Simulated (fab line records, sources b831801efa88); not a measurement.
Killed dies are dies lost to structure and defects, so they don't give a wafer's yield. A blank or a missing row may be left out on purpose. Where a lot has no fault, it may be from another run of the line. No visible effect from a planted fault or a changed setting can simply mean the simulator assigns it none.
Problem report, 8D (eight disciplines) form, completed by code -- flow sky130 -- the parts of the form that need people (team, actions taken, sign-off) are left out

1. THE ISSUE
Wafers without a fault read 0.8 %, standard deviation 0.41; sort_bin_3_pad_short at SKY_PAD_OPEN_PROBE_99 reads a mean of 5.7 % on 6 wafers belonging to 2 lots. Measured from the usual mean, that is +12 standard deviations.
Earliest sighting: wafer L351.2 on prober-02 at day 49 04:20. The record holds 6 wafers of 2 lots with a number at this step. Rule for "out", or "out of limits": more than 4 standard deviations from the usual mean. All remaining wafers that have a number are taken as sound.

2. WHAT IT IS, WHAT IT ISN'T
question,is,is not
which readings at this step,"sort_bin_3_pad_short, defectLimitedYield, killed_at_M0_to_M3, killedDies, sortNPass, sortYieldPct","killed_at_M4_up, killedAtContacts, killedAtFrontEnd, killedAtOther, killedShort"
which lots,"L351, L356",-
which wafers of those lots,all that have a number,-
read on which tools,prober-02,-
when,from day 49 04:20,up to then (0 sound wafers)

3. THE SUSPECTS, EACH WITH WHAT RULES IT OUT
Counting: a tool at any process step up to the reading remains a suspect when it ran all the lots that are out and ran no sound lot after the first of those.
- pvdSputter-02 at SKY_METAL3_SPUTTER_04 (material TiN, target thk 70 nm, time 58.3 s): kept. It ran every lot that is out, first L351 (day 40 18:43), and no sound lot after that.
- prober-02 at SKY_PAD_OPEN_PROBE_99: kept. It ran every lot that is out, first L351 (day 49 04:20), and no sound lot after that. Its own defectLimitedYield, killed_at_M0_to_M3, killedDies, sort_bin_3_pad_short, sortNPass, sortYieldPct readings are out on those wafers.
The count leaves prober-02 at SKY_PAD_OPEN_PROBE_99 and pvdSputter-02 at SKY_METAL3_SPUTTER_04.

4. THE CAUSE (what the simulator had put in)
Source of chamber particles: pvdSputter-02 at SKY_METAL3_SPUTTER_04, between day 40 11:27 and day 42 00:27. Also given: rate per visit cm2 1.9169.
2 suspects survive the count, and this tool is in that group.

5. THE EFFECT CHAIN, in route order
Each row: a reading whose mean over the struck wafers that have a number lies more than 3 standard deviations from the usual. Only readings whose record carries a usual standard deviation are examined. hours: median over the lots of the time between each lot's start at the first step of this table that gives one and its start at this step. sigmas: the change, counted in usual standard deviations.
hours,step,reading,usual,on struck wafers,change,sigmas
0,SKY_PAD_OPEN_PROBE_99,defectLimitedYield,82.6 %,71.5,-11.1,-6.5
0,SKY_PAD_OPEN_PROBE_99,killed_at_M0_to_M3,42,101,+59,+9.3
0,SKY_PAD_OPEN_PROBE_99,killedDies,86,140,+54,+6.3
0,SKY_PAD_OPEN_PROBE_99,sort_bin_3_pad_short,0.8 %,5.7,+4.9,+12
0,SKY_PAD_OPEN_PROBE_99,sort_bin_5_function,10.3 %,16.0,+5.7,+3.8
0,SKY_PAD_OPEN_PROBE_99,sortNPass,406,352,-54,-6.3
0,SKY_PAD_OPEN_PROBE_99,sortYieldPct,82.6 %,71.5,-11.1,-6.5
Process steps it contains:
- SKY_PAD_OPEN_PROBE_99

6. HOW IT WOULD HAVE BEEN CAUGHT EARLIER
First out-of-limits reading in this record: day 49 04:20, which is 209 hours after fault onset at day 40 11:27.
No tool reading at SKY_METAL3_SPUTTER_04 that has a usual standard deviation in the record was out on any struck wafer, so an alarm limit of 4 standard deviations on those readings would not have fired.
All the lots that are out (2) had begun SKY_METAL3_SPUTTER_04 on pvdSputter-02 by day 49 04:20. A hold on the tool at that time would have spared none of them.
